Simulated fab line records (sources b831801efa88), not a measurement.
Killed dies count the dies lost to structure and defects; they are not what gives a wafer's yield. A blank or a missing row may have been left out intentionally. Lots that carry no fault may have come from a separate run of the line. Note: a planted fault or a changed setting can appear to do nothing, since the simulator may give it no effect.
Problem report in the 8D (eight disciplines) form, filled by code    flow gf180mcu    the parts of the form that need people (team, actions taken, sign-off) are left out

## 1. WHAT IS WRONG
Across 6 wafers from 2 lots, MVPSD_TW at GF_MVPSD_TW_MEAS_11 averages 357, while fault-free wafers read 556 with a standard deviation of 6.6. Measured from the usual mean, that is -30 standard deviations.
First observed at day 10 00:10: wafer L241.1, on film-metro-03. The record holds 36 wafers of 12 lots with a number at this step. Rule for "out", or "out of limits": more than 4 standard deviations from the usual mean. Any other wafer with a number is counted as sound.

## 2. WHAT IT IS, WHAT IT ISN'T
question                     is                            is not
which readings at this step  MVPSD_TW                      -
which lots                   L241, L242                    L221, L222, L224, L226, L227, L230, L231, L232, L233, L236
which wafers of those lots   all that have a number        -
read on which gauges         film-metro-03, film-metro-04  film-metro-01
when                         from day 10 00:10             up to then (30 sound wafers)

## 3. SUSPECTS, AND WHAT RULES EACH OUT
Counting: any tool at a process step up to the reading is kept as a suspect provided that every lot that is out went through it and no sound lot did after the first of them.
- the gauge at GF_MVPSD_TW_MEAS_11: ruled out. 2 gauges (film-metro-03, film-metro-04) read the wafers that are out.
- plasma-asher-03 at GF_NWELL_STRIP_10 (strips in O2/N2): kept. It ran every lot that is out, first L241 (day 7 20:28), and no sound lot after that; its last sound lot up to then is L233 (day 5 23:54).
- implanter-01 at GF_MVPSD_IMPLANT_08: kept. It ran every lot that is out, first L241 (day 9 23:46), and no sound lot after that; its last sound lot up to then is L236 (day 8 17:46). On those wafers its own readings are out: dose-ions-cm2, faraday-current-uA.
Remaining after the count are plasma-asher-03 at GF_NWELL_STRIP_10 and implanter-01 at GF_MVPSD_IMPLANT_08.

## 4. THE CAUSE (what the simulator had put in)
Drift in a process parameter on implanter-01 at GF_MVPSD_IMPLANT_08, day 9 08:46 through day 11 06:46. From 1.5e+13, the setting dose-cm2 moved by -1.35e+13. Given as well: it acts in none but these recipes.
Counting leaves 2 suspects; this tool is one of them.

## 5. SEQUENCE OF EFFECTS, ordered by route
Each row: a reading whose mean over the struck wafers that have a number lies more than 3 standard deviations from the usual. Scope: only readings with a usual standard deviation given in the record; hours: median across lots of the time from each lot's start at the first step in this table that gives one to its start at this step; sigmas: change in usual standard deviations.
hours  step                      reading             usual          on struck wafers  change       sigmas
0      GF_MVPSD_IMPLANT_08       dose-ions-cm2       1.4997e+13     1.5010e+12        -1.3496e+13  -99 or more
0      GF_MVPSD_IMPLANT_08       faraday-current-uA  84.6           8.3               -76.2        -45
0      GF_MVPSD_TW_MEAS_11       MVPSD_TW            556            357               -199         -30
76     GF_VT_IMPLANT_RS_MEAS_49  MVPSD_RS            1169.1 ohm/sq  2969.0            +1799.9      +99 or more
The process steps in it:
- GF_MVPSD_IMPLANT_08
At these later measuring or inspecting steps, every struck wafer for which the step has a row has a number for every such reading, and none has moved that far: GF_POLY_GATE_CD_MEAS_10.

## 6. WHAT WOULD HAVE CAUGHT IT SOONER
In this record the first reading out of limits at a measuring or inspecting step was taken at day 10 00:10, 15 hours after the fault began at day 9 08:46.
The tool's own readings at GF_MVPSD_IMPLANT_08 were out on every struck wafer that the step has a row for (dose-ions-cm2, faraday-current-uA): an alarm limit on them would have fired on the first of those.
Among the 2 lots that are out, L242 began GF_MVPSD_IMPLANT_08 on implanter-01 after day 10 00:10. A tool hold placed at that time would have kept it from harm.
